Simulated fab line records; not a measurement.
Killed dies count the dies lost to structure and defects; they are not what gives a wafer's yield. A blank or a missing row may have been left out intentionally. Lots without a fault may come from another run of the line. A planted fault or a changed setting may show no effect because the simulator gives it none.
fab line records	flow sky130
record lots=5	wafers=15	last-day=50
route steps=708 shown PAD_OPEN@694
lots that met no fault: from a run of the same line without faults
start-h: hours from the record's first day to the start of the lot's first wafer shown	wait-h: hours from the lot's prior step to this one	" as in the row above	L1.1+2: one row covering several wafers at once	- no value, or no start given	* or withheld: withheld	< > ~ a bound
route shown NAME@n: NAME is a module with steps in the file, n the number in the route of the first one	usual: mean/standard deviation of fault-free wafers	same: alike in all rows	chamber/n: place in a boat	sites: readings site by site	_std_site: how widely they spread, as a standard deviation	_edge_site: mean of outer sites minus mean of inner sites	radius-mm: for every site, how far away it sits from the centre of the wafer	mask NAME#n: copy n	behind: the most recent tool/chamber to have shaped the wafer	hold: why the lot went on hold/how many hours it stayed there/how the hold came to an end	device: the transistor (n, p or np) that didn't switch	end of line: the same wafers' tests at the end of the route	a step with no rows: only its recipe	killed: count of dies lost to structure and defects at first sort (not the wafer's yield)	map: dies across one wafer; x = killed, . = not, _ = none there
set.NAME: the run value of the setting; set.NAME@STEP: its run value at that earlier step	model.NAME: the simulator's own value behind a step, which no gauge read
lots at selected steps of the route; one table per step, one row per wafer
services: when a tool's chamber went out of use (start-h, in hours from the record's first day, below 0 if earlier), for how many hours, and the reason
## steps
# step SKY_PAD_OPEN_DEHYDRATE_00
# recipe temp-c=200	time-s=60
# usual exhaust-pa=45.1/0.85	heater-power-total-W=160.38/0.12
lot.wafer	tool	chamber	start-h	wait-h	exhaust-pa	heater-power-total-W
L083.1	litho-track-01	0	1127.12	9.0	45.2	160.20
L083.2	"	0	"	"	44.4	160.16
L083.6	"	0	"	"	45.4	160.25
L089.1	litho-track-03	0	1147.96	8.6	46.0	160.57
L089.2	"	0	"	"	45.1	160.35
L089.5	"	0	"	"	44.9	160.33
L090.1	litho-track-01	0	1153.62	8.4	45.4	160.19
L090.5	"	0	"	"	45.5	160.34
L090.6	"	0	"	"	45.3	160.40
L091.1	litho-track-04	0	1160.96	8.5	45.1	160.36
L091.3	"	0	"	"	45.3	160.48
L091.5	"	0	"	"	44.9	160.32
L095.3	litho-track-04	0	1178.27	7.7	45.3	160.30
L095.5	"	0	"	"	44.4	160.22
L095.6	"	0	"	"	44.0	160.45
# step SKY_PAD_OPEN_HMDS_01
# recipe prime-time-s=60	prime-temp-c=120
# usual exhaust-pa=45.1/0.81
lot.wafer	tool	chamber	start-h	wait-h	exhaust-pa
L083.1	litho-track-01	0	1127.27	0.1	44.9
L083.2	"	0	"	"	46.4
L083.6	"	0	"	"	45.0
L089.1	litho-track-03	0	1148.11	0.1	46.3
L089.2	"	0	"	"	44.2
L089.5	"	0	"	"	44.0
L090.1	litho-track-01	0	1153.77	0.1	46.0
L090.5	"	0	"	"	44.9
L090.6	"	0	"	"	46.5
L091.1	litho-track-04	0	1161.11	0.1	45.6
L091.3	"	0	"	"	44.3
L091.5	"	0	"	"	44.2
L095.3	litho-track-04	0	1178.42	0.1	43.5
L095.5	"	0	"	"	46.0
L095.6	"	0	"	"	44.4
# step SKY_PAD_OPEN_COAT_02
# recipe spin-rpm=2000	resist-thk-nm=3000
# usual exhaust-pa=45.0/0.92
lot.wafer	tool	chamber	start-h	wait-h	exhaust-pa
L083.1	litho-track-01	0	1127.42	0.1	44.3
L083.2	"	0	"	"	45.9
L083.6	"	0	"	"	44.6
L089.1	litho-track-03	0	1148.26	0.1	45.5
L089.2	"	0	"	"	45.7
L089.5	"	0	"	"	46.4
L090.1	litho-track-01	0	1153.92	0.1	45.8
L090.5	"	0	"	"	46.4
L090.6	"	0	"	"	45.6
L091.1	litho-track-04	0	1161.26	0.1	45.1
L091.3	"	0	"	"	44.7
L091.5	"	0	"	"	45.8
L095.3	litho-track-04	0	1178.57	0.1	45.1
L095.5	"	0	"	"	44.4
L095.6	"	0	"	"	44.9
# step SKY_PAD_OPEN_SOFTBAKE_03
# recipe temp-c=110	time-s=withheld
# usual exhaust-pa=45.0/0.95	heater-power-total-W=65.31/0.14
lot.wafer	tool	chamber	start-h	wait-h	exhaust-pa	heater-power-total-W
L083.1	litho-track-01	0	1127.57	0.1	42.8	65.17
L083.2	"	0	"	"	43.9	65.46
L083.6	"	0	"	"	45.0	65.17
L089.1	litho-track-03	0	1148.41	0.1	44.7	65.28
L089.2	"	0	"	"	44.9	65.47
L089.5	"	0	"	"	42.8	65.49
L090.1	litho-track-01	0	1154.07	0.1	46.7	65.08
L090.5	"	0	"	"	46.8	65.36
L090.6	"	0	"	"	45.1	65.24
L091.1	litho-track-04	0	1161.41	0.1	44.8	65.41
L091.3	"	0	"	"	45.3	65.25
L091.5	"	0	"	"	43.1	65.34
L095.3	litho-track-04	0	1178.73	0.1	45.3	65.53
L095.5	"	0	"	"	44.5	65.02
L095.6	"	0	"	"	43.9	65.30
# step SKY_PAD_OPEN_EXPOSE_04
# recipe mask-id=PDM	target-cd-nm=60000	na=0.57	dose-mj=260
# usual focus-offset-nm=-0.1/0.5	reticle-temp-C=22.99/0.11
# same na=0.57
lot.wafer	tool	chamber	start-h	wait-h	mask	focus-offset-nm	reticle-temp-C
L083.1	iline-stepper-02	0	-	-	PDM#0	-0.1	23.16
L083.2	"	0	"	"	PDM#0	0.1	22.92
L083.6	"	0	"	"	PDM#0	-0.5	23.11
L089.1	iline-stepper-02	0	-	-	PDM#0	-0.2	23.09
L089.2	"	0	"	"	PDM#0	-0.2	23.09
L089.5	"	0	"	"	PDM#0	0.1	23.03
L090.1	iline-stepper-01	0	-	-	PDM#0	1.0	23.00
L090.5	"	0	"	"	PDM#0	0.4	23.18
L090.6	"	0	"	"	PDM#0	0.3	23.01
L091.1	iline-stepper-02	0	-	-	PDM#0	-0.5	22.90
L091.3	"	0	"	"	PDM#0	-0.5	23.02
L091.5	"	0	"	"	PDM#0	-0.1	22.97
L095.3	iline-stepper-01	0	-	-	PDM#0	0.5	23.08
L095.5	"	0	"	"	PDM#0	0.1	23.04
L095.6	"	0	"	"	PDM#0	-0.2	23.05
# step SKY_PAD_OPEN_PEB_05
# recipe temp-c=115	time-s=withheld
# usual exhaust-pa=44.9/0.96	heater-power-total-W=69.36/0.14
lot.wafer	tool	chamber	start-h	wait-h	exhaust-pa	heater-power-total-W
L083.1	litho-track-04	0	-	-	45.4	69.46
L083.2	"	0	"	"	45.1	69.52
L083.6	"	0	"	"	45.3	69.57
L089.1	litho-track-01	0	-	-	44.3	69.27
L089.2	"	0	"	"	43.3	69.45
L089.5	"	0	"	"	43.9	69.18
L090.1	litho-track-01	0	-	-	43.2	69.45
L090.5	"	0	"	"	44.5	69.54
L090.6	"	0	"	"	44.0	69.39
L091.1	litho-track-03	0	-	-	45.0	69.14
L091.3	"	0	"	"	45.7	69.10
L091.5	"	0	"	"	45.5	69.29
L095.3	litho-track-03	0	-	-	46.1	69.27
L095.5	"	0	"	"	44.9	69.51
L095.6	"	0	"	"	45.4	69.21
# step SKY_PAD_OPEN_DEVELOP_06
# recipe develop-time-s=60	dev-temp-c=23
# usual exhaust-pa=44.9/0.95
lot.wafer	tool	chamber	start-h	wait-h	exhaust-pa
L083.1	litho-track-04	0	-	-	46.0
L083.2	"	0	"	"	45.9
L083.6	"	0	"	"	45.1
L089.1	litho-track-01	0	-	-	44.3
L089.2	"	0	"	"	44.0
L089.5	"	0	"	"	45.8
L090.1	litho-track-01	0	-	-	45.5
L090.5	"	0	"	"	45.1
L090.6	"	0	"	"	45.3
L091.1	litho-track-03	0	-	-	45.7
L091.3	"	0	"	"	45.7
L091.5	"	0	"	"	45.1
L095.3	litho-track-03	0	-	-	45.2
L095.5	"	0	"	"	46.1
L095.6	"	0	"	"	44.6
# step SKY_PAD_OPEN_ETCH_07
# recipe chemistry=CF4/O2	target-depth-nm=725	stop-on=AlCu	source-w=800	bias-w=150	pressure-mtorr=150	cf4-flow-sccm=80	O2_flow_sccm=10	time-s=161.1
# usual cf4-flow-sccm=80.00/0.23	drypump-motor-current-A=5.7/0.68	oes-product-au=0.977/0.0076	throttle-valve-pct=5.963/0.0095
lot.wafer	tool	chamber	start-h	wait-h	cf4-flow-sccm	drypump-motor-current-A	oes-product-au	rf-hours-counter-h	throttle-valve-pct
L083.1	rie-diel-01	1	1136.81	-	79.91	5.0	0.974	12	5.968
L083.2	"	3	"	"	80.21	5.0	0.962	9	5.962
L083.6	"	2	"	"	80.24	6.7	0.983	-	5.960
L089.1	rie-diel-04	3	1157.82	-	80.08	5.9	0.971	25	5.966
L089.2	"	2	"	"	80.05	6.5	0.979	26	5.958
L089.5	"	2	"	"	80.03	6.4	0.975	-	5.973
L090.1	rie-diel-02	2	1163.12	-	79.87	6.6	0.977	16	5.960
L090.5	"	2	"	"	80.02	6.6	0.983	-	5.943
L090.6	"	3	"	"	79.43	4.8	0.976	-	5.979
L091.1	rie-diel-02	3	1170.01	-	80.09	4.8	0.987	27	5.965
L091.3	"	2	"	"	79.82	6.6	0.966	16	5.970
L091.5	"	1	"	"	80.00	4.8	0.984	-	5.982
L095.3	rie-diel-01	3	1186.76	-	79.73	5.1	0.977	10	5.958
L095.5	"	1	"	"	80.02	5.1	0.982	-	5.968
L095.6	"	0	"	"	80.23	6.1	0.967	-	5.957
# step SKY_PAD_OPEN_STRIP_08
# recipe chemistry=O2/N2	power-w=1400	pressure-mtorr=1500	platen-temp-c=withheld	overash-fraction=0.7	o2-flow-sccm=3000	n2-flow-sccm=300
# usual drypump-motor-current-A=5.8/0.35	n2-flow-sccm=299.9/0.85	oes-product-au=0.663/0.0044	strip-time-to-endpoint-s=37.12/0.11
lot.wafer	tool	chamber	start-h	wait-h	drypump-motor-current-A	n2-flow-sccm	oes-product-au	rf-hours-counter-h	strip-time-to-endpoint-s
L083.1	plasma-asher-03	1	1136.92	0.1	6.2	297.9	0.661	38	36.95
L083.2	"	0	"	"	5.7	299.9	0.667	38	37.02
L083.6	"	0	"	"	5.7	300.2	0.664	-	36.94
L089.1	plasma-asher-02	0	1157.92	0.1	4.8	299.9	0.661	100	36.97
L089.2	"	1	"	"	5.8	298.8	0.664	100	37.02
L089.5	"	1	"	"	5.8	299.0	0.669	-	37.14
L090.1	plasma-asher-03	0	1163.22	0.1	5.7	300.1	0.668	41	36.99
L090.5	"	0	"	"	5.7	299.4	0.661	-	36.97
L090.6	"	1	"	"	6.1	297.3	0.658	-	37.03
L091.1	plasma-asher-04	1	1170.12	0.1	5.9	300.2	0.663	74	37.01
L091.3	"	0	"	"	6.0	298.5	0.661	-	36.95
L091.5	"	0	"	"	6.0	299.7	0.674	-	36.99
L095.3	plasma-asher-02	0	1186.90	0.1	4.8	300.1	0.664	-	37.10
L095.5	"	1	"	"	5.8	301.8	0.668	-	37.05
L095.6	"	0	"	"	4.8	301.7	0.649	-	37.14
# step SKY_PAD_OPEN_STRIP_09
# recipe chemistry=post-etch-residue-remover	time-s=1200	temp-c=72.5
lot.wafer	tool	chamber	start-h	wait-h
L083.1+2+6	wet-bench-03	2	1137.02	0.1
L089.1+2+5	wet-bench-04	2	1158.02	0.1
L090.1+5+6	wet-bench-02	2	1163.32	0.1
L091.1+3+5	wet-bench-03	3	1170.22	0.1
L095.3+5+6	wet-bench-04	2	1186.97	0.0
# step SKY_PAD_OPEN_CLEAN_10
# recipe chemistry=IPA	time-s=180	temp-c=25
lot.wafer	tool	chamber	start-h	wait-h
L083.1+2+6	wet-bench-02	0	1137.36	0.0
L089.1+2+5	wet-bench-02	3	1158.37	0.0
L090.1+5+6	wet-bench-04	0	1163.67	0.0
L091.1+3+5	wet-bench-04	1	1170.56	0.0
L095.3+5+6	wet-bench-03	0	1187.31	0.0
# step SKY_PAD_OPEN_CLEAN_11
# recipe chemistry=O3/DIW	dry=n2-spin
lot.wafer	tool	chamber	start-h	wait-h
L083.1+2+6	wet-bench-03	0	1137.48	0.0
L089.1+2+5	wet-bench-03	0	1158.43	0.0
L090.1+5+6	wet-bench-03	2	1163.72	0.0
L091.1+3+5	wet-bench-02	0	1170.62	0.0
L095.3+5+6	wet-bench-02	3	1187.43	0.0
# step SKY_PAD_OPEN_ANNEAL_12
# recipe temp-c=400	time-s=withheld	ambient=N2/H2	idle-temp-c=300	ramp-up-c-per-min=8	ramp-down-c-per-min=4
# usual ramp-down-c-per-min=4.0001/0.00077	spike-tc-bottom-C=421.7/2.4	spike-tc-top-C=427.9/3	zone-power-centre-pct=4.2/0.33
lot.wafer	tool	chamber	start-h	wait-h	ramp-down-c-per-min	spike-tc-bottom-C	spike-tc-top-C	zone-power-centre-pct
L083.1	furnace-01	0	1137.57	0.0	3.9988	422.5	424.8	3.9
L083.2	"	0	"	"	3.9991	421.7	425.4	3.9
L083.6	"	0	"	"	4.0001	425.5	427.7	3.9
L089.1	furnace-02	0	1158.53	0.0	4.0003	418.4	431.3	4.6
L089.2	"	0	"	"	4.0005	418.5	431.7	4.6
L089.5	"	0	"	"	3.9992	421.3	428.7	4.5
L090.1	furnace-01	0	1163.82	0.0	3.9982	421.4	425.0	3.8
L090.5	"	0	"	"	4.0012	423.4	425.3	3.8
L090.6	"	0	"	"	3.9999	422.9	424.5	3.9
L091.1	furnace-02	0	1170.71	0.0	3.9996	419.4	431.6	4.6
L091.3	"	0	"	"	4.0003	418.8	431.1	4.5
L091.5	"	0	"	"	4.0001	419.0	432.3	4.6
L095.3	furnace-01	0	1187.54	0.0	3.9993	424.2	425.7	3.9
L095.5	"	0	"	"	3.9988	424.1	424.3	3.8
L095.6	"	0	"	"	4.0005	424.9	425.0	3.9
# step SKY_PAD_OPEN_BOW_MEAS_13
# recipe mode=bow
# usual PAD_OPEN_BOW=46/8.1
lot.wafer	tool	chamber	start-h	wait-h	PAD_OPEN_BOW[um]
L083.1	film-metro-03	-	1139.07	-	39
L083.2	"	-	"	"	43
L083.6	"	-	"	"	36
L089.1	film-metro-01	-	1160.03	-	38
L089.2	"	-	"	"	44
L089.5	"	-	"	"	37
L090.1	film-metro-01	-	1165.32	-	48
L090.5	"	-	"	"	57
L090.6	"	-	"	"	50
L091.1	film-metro-03	-	1172.21	-	44
L091.3	"	-	"	"	39
L091.5	"	-	"	"	52
L095.3	film-metro-01	-	1189.08	-	39
L095.5	"	-	"	"	40
L095.6	"	-	"	"	32
# step SKY_PAD_OPEN_PROBE_99
# usual defect-limited-yield=82.7/2.1	killed_at_M0_to_M3=43/7.2	killed_at_M4_up=3.2/1.8	killed-at-contacts=23/5.6	killed-at-front-end=15/4.6	killed-at-other=0.3/0.71	killed-dies=85/10	killed-open=46/7.8	killed-short=38/6.5	sort_bin_3_pad_short=0.8/0.38	sort_bin_5_function=10.2/1.5	sort_bin_6_memory=6.3/1.2	sort-n-pass=407/10	sort-yield-pct=82.7/2.1
# same gross-dies=492	killed-at-back-side=0	sort_bin_4_leakage[%]=0	sort_bin_8_speed[%]=0
lot.wafer	tool	chamber	start-h	wait-h	defect-limited-yield[%]	killed_at_M0_to_M3	killed_at_M4_up	killed-at-contacts	killed-at-front-end	killed-at-other	killed-dies	killed-open	killed-short	sort_bin_3_pad_short[%]	sort_bin_5_function[%]	sort_bin_6_memory[%]	sort-n-pass	sort-yield-pct[%]
L095.3	prober-02	-	1189.26	0.2	82.3	44	1	22	20	0	87	44	43	0.4	10.4	6.9	405	82.3
L095.5	prober-02	-	1189.36	0.2	85.6	37	2	19	13	0	71	37	34	0.2	11.0	3.3	421	85.6
L095.6	prober-02	-	1189.41	0.2	85.8	34	3	16	17	0	70	29	41	0.6	8.9	4.7	422	85.8
# killed by level:class
L095.3 VIA1:geometric-particle:open=10 CONTACT:geometric-particle:open=8 FIELD_ISO:geometric-particle:open=5 LI_CONTACT:geometric-particle:open=5 VIA3:geometric-particle:short=5 METAL1:geometric-particle:short=5 VIA2:geometric-particle:open=5 METAL2:geometric-particle:short=5
L095.5 CONTACT:geometric-particle:open=7 METAL1:geometric-particle:short=7 LI_CONTACT:geometric-particle:open=6 VIA1:geometric-particle:open=6 VIA3:geometric-particle:open=6 POLY_GATE:geometric-particle:open=4 LOCAL_INTERCONNECT:geometric-particle:short=4 METAL2:geometric-particle:short=4
L095.6 METAL1:geometric-particle:short=9 METAL2:geometric-particle:short=9 CONTACT:geometric-particle:open=8 FIELD_ISO:geometric-particle:short=6 POLY_GATE:geometric-particle:open=4 CONTACT:geometric-particle:short=4 VIA3:geometric-particle:open=4 POLY_GATE:geometric-particle:short=3
## services
tool	chamber	start-h	hours	kind
plasma-asher-03	-	1111.84	4.3	pm
plasma-asher-04	-	1118.71	14.6	pm
wet-bench-02	-	1130.46	1.9	pm
plasma-asher-04	-	1133.31	2.8	pm
plasma-asher-03	-	1140.41	1.0	repair
plasma-asher-02	-	1143.26	1.8	repair
rie-diel-02	1	1149.59	5.8	repair
rie-diel-02	0	1161.67	-	clean
rie-diel-02	0	1161.67	14.5	scheduled-down
rie-diel-02	0	1161.67	14.5	vent-cycle
plasma-asher-03	-	1164.59	2.8	pm
furnace-02	-	1182.31	3.0	pm
## key
fault none
